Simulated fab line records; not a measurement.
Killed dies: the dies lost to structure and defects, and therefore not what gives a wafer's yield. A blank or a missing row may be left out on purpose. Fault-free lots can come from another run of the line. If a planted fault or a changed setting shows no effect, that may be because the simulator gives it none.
8D (eight disciplines) problem report, filled in by code ; flow sfq-line ; the parts of the form that need people (team, actions taken, sign-off) are left out

1. PROBLEM STATEMENT
Mean of oes-product-au at SFQ_TRILAYER_I1_VIA_ETCH_VIA_ETCH_052: 0.376 a.u. across 6 wafers in 2 lots; on wafers with no fault it is 0.854 a.u. (standard deviation 0.0053). Relative to the usual mean, that is a shift of -90 standard deviations.
The step: etches SiO2 in CHF3, stops on Nb, target depth 260 nm.
Seen first at day 20 19:10 on rie-diel-01, wafer L923.1. The record holds 42 wafers of 14 lots with a number at this step. The rule behind "out" and "out of limits": a value lying over 4 standard deviations away from the usual mean. The other wafers with a number count as sound.

2. WHAT IT IS AND WHAT IT IS NOT
question;is;is not
which readings at this step;oes-product-au;bias-w, chamber-pressure-mTorr, drypump-motor-current-A
which lots;L923, L924;L910, L912, L913, L915, L917, L918, L920, L921, L922, L925, L932, L933
which wafers of those lots;all that have a number;-
read on which tools;rie-diel-01;rie-diel-02, rie-diel-03
when;from day 20 19:10;"up to then (27 sound wafers); but 9 sound wafers of L925, L932, L933 came after"

3. WHAT RULES OUT EACH SUSPECT
Counting: any tool at a process step up to the reading is kept as a suspect provided that every lot that is out went through it and no sound lot did after the first of them.
- rie-diel-01 at SFQ_TRILAYER_I1_VIA_BARC_OPEN_VIA_ETCH_071 (etches BARC in O2, target depth 125 nm, time 41.7 s): ruled out as a lasting fault. The sound lots L933 went through it after L923, its earliest lot that is out (day 20 19:08).
- rie-diel-01 at SFQ_TRILAYER_I1_VIA_ETCH_VIA_ETCH_052 (etches SiO2 in CHF3, stops on Nb, target depth 260 nm): ruled out as a lasting fault. The sound lots L933 went through it after L923, its earliest lot that is out (day 20 19:10).
Left after counting: nothing in the record.

4. THE CAUSE (what the simulator had put in)
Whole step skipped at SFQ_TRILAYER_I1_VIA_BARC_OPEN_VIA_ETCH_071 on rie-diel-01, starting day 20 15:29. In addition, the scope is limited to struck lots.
Counting ruled it out, wrongly.

5. THE CHAIN OF EFFECTS, in route order
Rows list readings where the struck wafers' mean (over those with a number) sits beyond 3 standard deviations from the usual. Readings are gone through only where the record gives a usual standard deviation; hours: the median, over the lots, of the time from a lot's start at the first step in this table giving one to that lot's start at this step; sigmas: the change measured in usual standard deviations.
hours;step;reading;usual;on struck wafers;change;sigmas
0;SFQ_TRILAYER_I1_VIA_ETCH_VIA_ETCH_052;oes-product-au;0.854 a.u.;0.376;-0.478;-90
It contains these process steps:
- SFQ_TRILAYER_I1_VIA_ETCH_VIA_ETCH_052: etches SiO2 in CHF3, stops on Nb, target depth 260 nm.
Readings that are blank on the struck wafers while sound wafers have them: bias-w at SFQ_TRILAYER_I1_VIA_BARC_OPEN_VIA_ETCH_071; chamber-pressure-mTorr at SFQ_TRILAYER_I1_VIA_BARC_OPEN_VIA_ETCH_071; drypump-motor-current-A at SFQ_TRILAYER_I1_VIA_BARC_OPEN_VIA_ETCH_071; oes-product-au at SFQ_TRILAYER_I1_VIA_BARC_OPEN_VIA_ETCH_071; exposure-dose-mJ-cm2 at SFQ_TRILAYER_M2_LITHO_EXPOSE_058; focus-offset-nm at SFQ_TRILAYER_M2_LITHO_EXPOSE_058.
At these later measuring or inspecting steps, every struck wafer for which the step has a row has a number for every such reading, and none has moved that far: SFQ_R5_RS_MEAS_933.

6. HOW IT WOULD HAVE BEEN CAUGHT EARLIER
The fault began at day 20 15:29; the first out-of-limits reading in this record came at day 20 19:10, 4 hours later.
At SFQ_TRILAYER_I1_VIA_BARC_OPEN_VIA_ETCH_071 the tool's readings are blank on the struck wafers, where sound wafers have them: an empty tool record is the first sign, and it was there at once.
